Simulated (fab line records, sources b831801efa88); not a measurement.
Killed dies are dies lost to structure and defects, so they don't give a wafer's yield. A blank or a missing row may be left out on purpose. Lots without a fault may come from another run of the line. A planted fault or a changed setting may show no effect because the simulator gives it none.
A struck lot beside a sound one | flow sky130 | 14 steps out of a route of 708
Sound: wafers L199.4, L199.5, L199.6. Struck: wafers L202.1, L202.2, L202.4. The cause comes at the end.
At each step with rows: each side's tool, then ch and its chambers, then its first start. Under that, the readings that differ: sound wafers | struck wafers | difference of the means | sigmas: that difference in standard deviations of wafers without a fault.
alike: readings whose means differ by less than 2 such deviations, and words and numbers that are the same on both sides. not compared: withheld readings, readings that some wafer has no value for, bounds like >300 that may hide the same value, and numbers for which the record gives no deviation and whose values overlap.
The two part at a step that has a row with sigmas, a row that says differs or no value, or rows on one side only. Numbers that don't overlap but have no deviation are shown without sigmas and don't part them. A reading that every wafer of one side lacks parts them only if that side has two wafers or more.

first, 3 steps without rows for these wafers: SKY_FIELD_ISO_EXPOSE_10 (exposes mask FOM, target cd 150 nm); SKY_FIELD_ISO_PEB_11; SKY_FIELD_ISO_DEVELOP_12 (develop time 60 s).
SKY_FIELD_ISO_CD_MEAS_13: target cd 150 nm.
  sound on cd_sem-01, day 4 15:19; struck on cd_sem-01, day 5 08:49
  alike: cd_nm
SKY_FIELD_ISO_ETCH_14: etches BARC in N2/H2, stops on SiO2, time 45.9 s, target depth 60 nm.
  sound on rie_diel-04 ch 0,2,3, day 4 15:22; struck on rie_diel-03 ch 0,3, day 5 08:56
  alike: drypump_motor_current_A, oes_product_au, rf_fwd_power_W, throttle_valve_pct
  not compared: rf_hours_counter_h
SKY_FIELD_ISO_ETCH_15: etches the open film in CHF3/O2, stops on Si, target depth 180 nm, time 72 s.
  sound on rie_diel-04 ch 0,2,3, day 4 15:25; struck on rie_diel-03 ch 0,3, day 5 08:59
  alike: drypump_motor_current_A, oes_product_au, rf_fwd_power_W, throttle_valve_pct
  not compared: rf_hours_counter_h
SKY_FIELD_ISO_STRIP_16: strips in O2/N2.
  sound on plasma_asher-03 ch 0,1, day 4 15:30; struck on plasma_asher-04 ch 0,1, day 5 09:02
  reading                     | sound       | struck      | difference | sigmas
  drypump_motor_current_A (A) | 5.3 5.3 5.2 | 5.6 6.3 6.3 | +0.8       | +2
  alike: oes_product_au, strip_time_to_endpoint_s
  not compared: rf_hours_counter_h
SKY_FIELD_ISO_ETCH_17: etches Si in HBr/Cl2/O2, target depth 342 nm, time 101 s.
  sound on rie_si-02 ch 0,2,3, day 4 15:34; struck on rie_si-01 ch 1,2, day 5 09:08
  alike: drypump_motor_current_A, oes_product_au, throttle_valve_pct
  not compared: rf_hours_counter_h
then, 4 steps without rows for these wafers: SKY_FIELD_ISO_WET_ETCH_18 (etches Si3N4 in H3PO4, target depth 25 nm, time 286 s); SKY_FIELD_ISO_CLEAN_19 (cleans in SC1/SC2, time 150 s); SKY_FIELD_ISO_CLEAN_20 (cleans in dHF, time 20 s); SKY_FIELD_ISO_WET_ETCH_21 (etches SiO2 in dHF, target depth 20 nm, time 400 s).
SKY_FIELD_ISO_OXIDATION_22: stabilise 600 s, purge 300 s, target thk 10 nm.
  sound on furnace-01 ch 0, day 4 16:50; struck on furnace-02, day 5 10:38
  no value came back on the struck wafers for ox_temp_c (C), ox_temp_c_max, spike_tc_centre_C (C), zone_power_bottom_pct (%); on the sound wafers ox_temp_c (C) reads 950.3 949.6 949.7
then, 1 step without rows for these wafers: SKY_FIELD_ISO_CVD_24 (deposits SiO2, target thk 595 nm, time 99.2 s).

WHERE THEY PART
First at SKY_FIELD_ISO_STRIP_16; last, within this record, at SKY_FIELD_ISO_OXIDATION_22.

WHY: what the simulator had put in
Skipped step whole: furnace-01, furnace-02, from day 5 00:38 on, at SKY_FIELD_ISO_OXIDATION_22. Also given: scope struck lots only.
